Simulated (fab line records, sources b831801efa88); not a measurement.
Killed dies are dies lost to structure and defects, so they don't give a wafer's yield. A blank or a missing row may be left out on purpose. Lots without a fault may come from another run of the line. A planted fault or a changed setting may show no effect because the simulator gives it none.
fab line records | flow sky130
record lots=13 wafers=36 last_day=50
route steps=708 shown SONOS_ONO@183 GATE_OXIDE@201 POLY_GATE@236 LDD_P@261 PAD_OPEN@708
lots that met no fault: from a run of the same line without faults
start_h: hours from the record's first day to the start of the lot's first wafer shown | wait_h: hours since the lot's step before | " the same as in the row above | L1.1+2: a row that stands for several wafers | - no value, or no start given | * or withheld: withheld | < > ~ a bound
route shown NAME@n: a module of which the file shows steps, and the number in the route of the first | usual: mean/standard deviation of fault-free wafers | same: alike in all rows | chamber/n: place in a boat | sites: the reading at each site | _std_site: their standard deviation | _edge_site: outer sites' mean less inner sites' | radius_mm: how far each site lies from the wafer's centre | mask NAME#n: copy n | behind: the tool/chamber that last shaped the wafer | hold: why the lot was held/for how many hours/how that ended | device: the transistor (n, p or np) that didn't switch | end of line: the same wafers' tests at the end of the route | a step without rows: its recipe alone | killed: dies lost to structure and defects at the first sort, not the wafer's yield | map: a wafer's dies, x killed, . not, _ none there
set.NAME: the setting as run; set.NAME@STEP: as run at that earlier step | model.NAME: the simulator's own value behind a step, which no gauge read
steps of the route over a sample of lots; a table a step, a row a wafer
services: from which hour (start_h, from the record's first day; less than 0 if before it) a tool's chamber was out of use, for how many hours, and why
## steps
# step SKY_SONOS_ONO_ETCH_15
# recipe target_depth_nm=19.52 chemistry=CHF3/O2 source_w=600 bias_w=200 pressure_mtorr=40 chf3_flow_sccm=50 O2_flow_sccm=5 time_s=7.8
# usual O2_flow_sccm=5.001/0.015 drypump_motor_current_A=5.8/0.35 oes_product_au=0.997/0.013 throttle_valve_pct=8.824/0.0099
# same time_s=7.8
# columns lot.wafer tool chamber start_h wait_h O2_flow_sccm drypump_motor_current_A oes_product_au rf_hours_counter_h throttle_valve_pct
L341.4 rie_diel-01 0 283.87 0.0 4.974 6.2 1.016 1 8.830
L341.5 " 0 " " 5.002 6.2 1.017 - 8.833
L341.6 " 1 " " 5.008 6.2 1.001 - 8.834
L342.3 rie_diel-03 3 292.77 0.0 4.984 6.2 0.994 1 8.828
L342.4 " 0 " " 4.996 6.0 0.995 12 8.827
L342.6 " 0 " " 4.992 6.1 0.989 - 8.827
L345.2 rie_diel-02 3 324.07 0.0 5.011 5.7 1.001 55 8.811
L345.3 " 2 " " 5.015 5.8 0.982 75 8.823
L345.6 " 2 " " 5.011 5.8 0.979 - 8.818
L346.1 rie_diel-01 3 328.97 0.0 5.018 5.5 0.965 6 8.804
L346.3 " 1 " " 4.997 6.2 0.998 6 8.839
L346.4 " 2 " " 5.005 6.0 0.990 10 8.819
L349.2 rie_diel-03 1 351.87 0.0 5.010 5.5 1.017 22 8.813
L349.6 " 0 " " 5.009 6.0 0.991 - 8.834
L350.3 rie_diel-03 2 359.67 0.0 4.966 5.3 0.977 67 8.824
L350.6 " 1 " " 5.033 5.6 1.016 - 8.832
L352.2 rie_diel-01 3 376.07 0.0 5.008 5.5 0.980 7 8.825
L352.6 " 0 " " 5.020 6.2 1.021 - 8.835
L356.2 rie_diel-03 2 409.12 0.0 5.014 5.3 0.981 68 8.807
L356.4 " 3 " " 4.985 6.2 0.994 3 8.828
L356.5 " 0 " " 4.966 6.0 0.999 - 8.827
L358.3 rie_diel-02 2 430.07 0.0 4.996 5.8 0.991 77 8.820
L358.4 " 3 " " 5.002 5.7 1.011 57 8.830
L358.6 " 3 " " 5.006 5.7 1.007 - 8.839
L359.1 rie_diel-02 0 439.22 0.0 4.987 5.1 0.995 70 8.815
L359.5 " 3 " " 4.990 5.7 0.998 - 8.811
L359.6 " 2 " " 5.026 5.8 0.995 - 8.794
L360.1 rie_diel-03 3 443.02 0.0 5.007 6.2 0.998 4 8.817
L360.2 " 0 " " 5.023 6.0 1.000 15 8.818
L360.3 " 2 " " 4.974 5.3 0.967 69 8.822
L361.3 rie_diel-02 1 451.77 0.0 5.009 5.7 0.989 89 8.834
L361.4 " 0 " " 5.019 5.2 1.004 70 8.811
L361.5 " 0 " " 4.998 5.1 0.997 - 8.817
L362.2 rie_diel-01 1 458.92 0.0 5.007 6.2 1.006 8 8.831
L362.4 " 0 " " 5.006 6.2 0.999 - 8.834
L362.6 " 1 " " 5.006 6.2 1.001 - 8.822
# step SKY_GATE_OXIDE_TW_MEAS_14
# usual GATE_OXIDE_TW=224.5/1.2
# columns lot.wafer tool chamber start_h wait_h GATE_OXIDE_TW
L341.4 film_metro-02 - 311.22 0.1 222.6
L341.5 " - " " 223.5
L341.6 " - " " 222.4
L342.3 film_metro-02 - 321.68 0.1 222.1
L342.4 " - " " 222.3
L342.6 " - " " 223.0
L345.2 film_metro-03 - 354.52 0.1 226.3
L345.3 " - " " 224.8
L345.6 " - " " 226.6
L346.1 film_metro-03 - 358.96 0.1 225.6
L346.3 " - " " 225.8
L346.4 " - " " 226.4
L349.2 film_metro-03 - 384.62 0.1 224.9
L349.6 " - " " 224.8
L350.3 film_metro-02 - 391.13 0.1 221.9
L350.6 " - " " 222.4
L352.2 film_metro-01 - 408.95 0.1 223.3
L352.6 " - " " 225.0
L356.2 film_metro-02 - 442.21 0.1 224.2
L356.4 " - " " 224.1
L356.5 " - " " 222.9
L358.3 film_metro-01 - 465.17 0.1 224.5
L358.4 " - " " 226.2
L358.6 " - " " 224.6
L359.1 film_metro-03 - 472.50 0.1 226.7
L359.5 " - " " 226.2
L359.6 " - " " 225.6
L360.1 film_metro-01 - 477.35 0.1 224.8
L360.2 " - " " 225.4
L360.3 " - " " 224.1
L361.3 film_metro-02 - 486.32 0.1 223.2
L361.4 " - " " 225.0
L361.5 " - " " 223.7
L362.2 film_metro-03 - 491.63 0.1 223.7
L362.4 " - " " 224.7
L362.6 " - " " 225.6
# step SKY_POLY_GATE_CD_MEAS_22
# usual cd_nm=150.2/2.8
# columns lot.wafer tool chamber start_h wait_h cd_nm
L341.4 cd_sem-01 - 378.90 0.1 152.2
L341.5 " - " " 151.3
L341.6 " - " " 145.2
L342.3 cd_sem-01 - 387.07 0.1 152.1
L342.4 " - " " 152.0
L342.6 " - " " 148.9
L345.2 cd_sem-01 - 421.79 0.1 150.8
L345.3 " - " " 149.9
L345.6 " - " " 151.5
L346.1 cd_sem-01 - 426.47 0.1 149.5
L346.3 " - " " 149.1
L346.4 " - " " 150.0
L349.2 cd_sem-02 - 451.64 0.1 148.9
L349.6 " - " " 150.1
L350.3 cd_sem-01 - 459.09 0.1 150.9
L350.6 " - " " 151.9
L352.2 cd_sem-01 - 478.84 0.1 152.3
L352.6 " - " " 153.3
L356.2 cd_sem-02 - 512.15 0.1 149.2
L356.4 " - " " 148.8
L356.5 " - " " 150.2
L358.3 cd_sem-02 - 532.84 0.1 148.5
L358.4 " - " " 151.7
L358.6 " - " " 150.7
L359.1 cd_sem-01 - 538.57 0.1 147.0
L359.5 " - " " 144.4
L359.6 " - " " 147.5
L360.1 cd_sem-01 - 545.07 0.1 147.1
L360.2 " - " " 153.0
L360.3 " - " " 155.7
L361.3 cd_sem-02 - 555.12 0.1 148.5
L361.4 " - " " 146.3
L361.5 " - " " 146.1
L362.2 cd_sem-02 - 557.42 0.1 155.5
L362.4 " - " " 150.7
L362.6 " - " " 152.5
# step SKY_LDD_P_DEVELOP_06
# recipe resist=NOVOLAK developer=TMAH develop_time_s=60 dev_temp_c=23
# usual developer_temp_C=23.00/0.11
# columns lot.wafer tool chamber start_h wait_h developer_temp_C
L341.4 litho_track-03 0 438.69 0.1 23.12
L341.5 " 0 " " 22.94
L341.6 " 0 " " 22.92
L342.3 litho_track-03 0 447.57 0.1 23.05
L342.4 " 0 " " 22.90
L342.6 " 0 " " 23.04
L345.2 litho_track-01 0 484.49 0.1 23.05
L345.3 " 0 " " 22.97
L345.6 " 0 " " 23.05
L346.1 litho_track-02 0 489.18 0.1 22.78
L346.3 " 0 " " 22.82
L346.4 " 0 " " 22.89
L349.2 litho_track-02 0 513.36 0.1 23.04
L349.6 " 0 " " 22.95
L350.3 litho_track-02 0 520.98 0.1 22.90
L350.6 " 0 " " 22.93
L352.2 litho_track-02 0 539.81 0.1 22.97
L352.6 " 0 " " 23.09
L356.2 litho_track-03 0 573.34 0.1 22.96
L356.4 " 0 " " 22.84
L356.5 " 0 " " 23.00
L358.3 litho_track-02 0 592.08 0.1 22.98
L358.4 " 0 " " 22.94
L358.6 " 0 " " 22.94
L359.1 litho_track-02 0 597.93 0.1 23.17
L359.5 " 0 " " 22.99
L359.6 " 0 " " 23.28
L360.1 litho_track-03 0 603.67 0.1 23.04
L360.2 " 0 " " 23.21
L360.3 " 0 " " 22.91
L361.3 litho_track-01 0 614.56 0.1 23.11
L361.4 " 0 " " 23.13
L361.5 " 0 " " 22.98
L362.2 litho_track-03 0 617.29 0.1 22.97
L362.4 " 0 " " 23.08
L362.6 " 0 " " 23.11
# step SKY_LDD_P_CD_MEAS_07
# recipe target_cd_nm=380
# usual cd_nm=379.7/2.3
# columns lot.wafer tool chamber start_h wait_h cd_nm
L341.4 cd_sem-01 - 438.83 0.1 379.7
L341.5 " - " " 380.8
L341.6 " - " " 380.7
L342.3 cd_sem-02 - 447.71 0.1 378.3
L342.4 " - " " 380.1
L342.6 " - " " 379.2
L345.2 cd_sem-02 - 484.63 0.1 382.2
L345.3 " - " " 380.8
L345.6 " - " " 379.1
L346.1 cd_sem-02 - 489.33 0.1 377.3
L346.3 " - " " 377.5
L346.4 " - " " 376.2
L349.2 cd_sem-02 - 513.50 0.1 424.7
L349.6 " - " " 422.6
L350.3 cd_sem-02 - 521.12 0.1 381.0
L350.6 " - " " 422.4
L352.2 cd_sem-02 - 539.95 0.1 424.9
L352.6 " - " " 424.3
L356.2 cd_sem-01 - 573.49 0.1 379.5
L356.4 " - " " 378.5
L356.5 " - " " 379.4
L358.3 cd_sem-01 - 592.22 0.1 378.7
L358.4 " - " " 377.4
L358.6 " - " " 375.4
L359.1 cd_sem-02 - 598.08 0.1 380.5
L359.5 " - " " 376.6
L359.6 " - " " 379.8
L360.1 cd_sem-02 - 603.82 0.1 378.3
L360.2 " - " " 380.5
L360.3 " - " " 380.1
L361.3 cd_sem-02 - 614.70 0.1 381.9
L361.4 " - " " 379.5
L361.5 " - " " 380.6
L362.2 cd_sem-02 - 617.44 0.1 375.7
L362.4 " - " " 374.0
L362.6 " - " " 375.4
# step SKY_PAD_OPEN_PROBE_99
# usual killed_at_M0_to_M3=42/6.1 killed_at_M4_up=3.4/2 killed_at_contacts=23/4.8 killed_at_front_end=15/3.8 killed_at_other=0.3/0.48 killed_dies=84/8.5 killed_open=46/6.8 killed_short=38/6.2
# same gross_dies=492 killed_at_back_side=0
# columns lot.wafer tool chamber start_h wait_h killed_at_M0_to_M3 killed_at_M4_up killed_at_contacts killed_at_front_end killed_at_other killed_dies killed_open killed_short
L349.2 prober-02 - 1133.66 0.1 47 5 21 12 0 85 53 32
L349.6 prober-02 - 1133.86 0.2 34 2 17 10 0 63 29 34
L352.2 prober-01 - 1146.78 0.1 34 4 28 15 1 82 45 37
# killed by level:class
L349.2 VIA1:geometric_particle:open=12 VIA2:geometric_particle:open=8 CONTACT:geometric_particle:open=7 VIA3:geometric_particle:open=7 LI_CONTACT:geometric_particle:open=6 METAL4:geometric_particle:short=5 METAL1:geometric_particle:short=4 POLY_GATE:geometric_particle:short=3
L349.6 VIA1:geometric_particle:open=13 CONTACT:geometric_particle:open=5 METAL2:geometric_particle:short=5 LOCAL_INTERCONNECT:geometric_particle:short=4 POLY_GATE:geometric_particle:short=3 LI_CONTACT:geometric_particle:open=3 CONTACT:geometric_particle:short=3 VIA2:geometric_particle:short=3
L352.2 CONTACT:geometric_particle:open=13 VIA1:geometric_particle:open=7 VIA2:geometric_particle:short=6 LI_CONTACT:geometric_particle:open=5 LOCAL_INTERCONNECT:geometric_particle:short=5 METAL1:geometric_particle:short=5 VIA2:geometric_particle:open=5 CONTACT:geometric_particle:short=4
## services
# columns tool chamber start_h hours kind
rie_diel-03 2 277.36 1.5 repair
rie_diel-02 0 356.09 5.9 repair
rie_diel-02 - 375.59 2.8 pm
rie_diel-01 2 398.98 10.1 repair
rie_diel-01 3 438.44 1.2 repair
rie_diel-02 - 448.07 0.9 repair
rie_diel-02 - 452.63 0.9 repair
rie_diel-01 2 458.03 15.9 repair
rie_diel-03 - 476.01 0.7 repair
rie_diel-01 - 478.05 2.2 repair
rie_diel-02 1 502.85 - clean
rie_diel-02 1 502.85 20.3 scheduled_down
rie_diel-02 1 502.85 20.3 vent_cycle
rie_diel-03 3 532.96 3.1 repair
litho_track-02 - 538.91 - consumable_replace:filter
rie_diel-03 - 550.68 0.2 repair
rie_diel-02 2 561.84 - clean
rie_diel-02 2 561.84 32.6 scheduled_down
rie_diel-01 0 573.92 11.8 repair
rie_diel-02 3 589.46 20.1 repair
rie_diel-03 2 599.45 14.4 repair
rie_diel-03 2 616.28 - clean
rie_diel-03 2 616.28 15.6 scheduled_down
rie_diel-03 2 616.28 15.6 vent_cycle
## key
first_sign step=SKY_LDD_P_CD_MEAS_07 reading=cd_nm direction=up sigmas=20 usual=379.7 struck=423.8
effect none on later readings
met_at SKY_LDD_P_DEVELOP_06
struck_lots L349,L350,L352
struck_wafers L349.2,L349.6,L350.6,L352.2,L352.6
tester_left_out L349,L350,L352
not_acting_at SKY_SONOS_ONO_ETCH_15,SKY_GATE_OXIDE_TW_MEAS_14,SKY_POLY_GATE_CD_MEAS_22
onset_between 489.18 513.36
fault kind=process_parameter_drift tool=litho_track-02 chamber=- onset_h=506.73 steps=SKY_LDD_P_DEVELOP_06 channel=develop_time_s offset=* shape=step end_h=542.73 scope=struck_wafers_only acts_in=* stated=*
# tester_left_out: of these lots the tester's yield and bins aren't shown, on N5 and GAA mostly nor the transistor test; their killed dies are dies lost to structure and defects alone, not to doping, threshold or leakage, so they don't give the yield
